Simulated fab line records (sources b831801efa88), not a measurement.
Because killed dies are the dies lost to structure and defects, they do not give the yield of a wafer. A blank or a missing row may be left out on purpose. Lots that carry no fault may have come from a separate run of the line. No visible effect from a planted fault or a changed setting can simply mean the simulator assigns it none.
8D (eight disciplines) problem report, filled in by code | flow gf180mcu | the parts of the form that need people (team, actions taken, sign-off) are left out

== 1. WHAT IS WRONG ==
At GF_MIM_METAL_ETCH_19, rf fwd power W averages 920.5 W over 2 wafers from 2 lots, while fault-free wafers read 793.3 W, standard deviation 2.7. That puts it +47 standard deviations away from the usual mean.
The step: etches the open film in Cl2/BCl3, stops on Si3N4, target depth 324.5 nm, time 54.1 s.
Earliest sighting: wafer L112.2 on rie metal-01 at day 29 01:04. The record has a number at this step for 36 wafers belonging to 12 lots. Rule for "out" (also "out of limits"): further than 4 standard deviations from the usual mean. Any other wafer with a number is counted as sound.

== 2. WHAT THIS IS AND IS NOT ==
question                    | is                | is not
which readings at this step | rf fwd power W    | drypump motor current A, oes product au, throttle valve pct
which lots                  | L112, L114        | L101, L102, L105, L106, L107, L108, L109, L111, L122, L124
which wafers of those lots  | L112.2, L114.4    | L112.3, L112.6, L114.3, L114.5
read on which tools         | rie metal-01      | rie metal-02, rie metal-04
when                        | from day 29 01:04 | up to then (26 sound wafers); but 8 sound wafers of L114, L122, L124 came after

== 3. THE SUSPECTS, EACH WITH WHAT RULES IT OUT ==
Counting: any tool at a process step up to the reading remains a suspect provided it ran every lot that is out. Sound lots after the first of them don't rule it out here, since some wafers of a struck lot are sound.
- rie metal-01 at GF_MIM_METAL_ETCH_19 (etches the open film in Cl2/BCl3, stops on Si3N4, target depth 324.5 nm, time 54.1 s): kept. It ran every lot that is out, first L112 (day 29 01:04); its last sound lot up to then is L111 (day 28 16:43). Its own readings are out on those wafers: rf fwd power W.
- At GF_MIM_METAL_ETCH_19 on rie metal-01, chamber 1 took the sound wafers of the same lots and chamber 0 took the wafers that are out.
Left after counting: rie metal-01 at GF_MIM_METAL_ETCH_19.

== 4. THE CAUSE (what the simulator had put in) ==
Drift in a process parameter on rie metal-01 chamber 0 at GF_MIM_METAL_ETCH_19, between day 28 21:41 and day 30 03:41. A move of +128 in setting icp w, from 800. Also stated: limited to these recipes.
Counting left only this tool.

== 5. THE EFFECT CHAIN, in route order ==
Each row: a reading whose mean over the struck wafers that have a number lies more than 3 standard deviations from the usual. Only readings for which the record gives a usual standard deviation are gone through. hours: the time from each lot's start at the first step in this table that gives one to its start at this step, as a median over the lots. sigmas: the change in usual standard deviations.
hours | step                 | reading                  | usual      | on struck wafers | change | sigmas
0     | GF_MIM_METAL_ETCH_19 | rf fwd power W           | 793.3 W    | 920.5            | +127.2 | +47
0     | GF_MIM_STRIP_20      | oes product au           | 0.693 a.u. | 0.679            | -0.014 | -3.0
0     | GF_MIM_STRIP_20      | strip time to endpoint s | 11.25 s    | 11.00            | -0.25  | -5.3
Its process steps:
- GF_MIM_METAL_ETCH_19: etches the open film in Cl2/BCl3, stops on Si3N4, target depth 324.5 nm, time 54.1 s.
- GF_MIM_STRIP_20: strips in O2/N2.
Later measuring or inspecting steps at which every struck wafer that the step has a row for has a number for every such reading, and none has moved that far: GF_M5_OVL_MEAS_08.

== 6. WHAT WOULD HAVE CAUGHT IT SOONER ==
3 hours passed between the start of the fault at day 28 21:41 and the first reading out of limits in this record, taken at day 29 01:04.
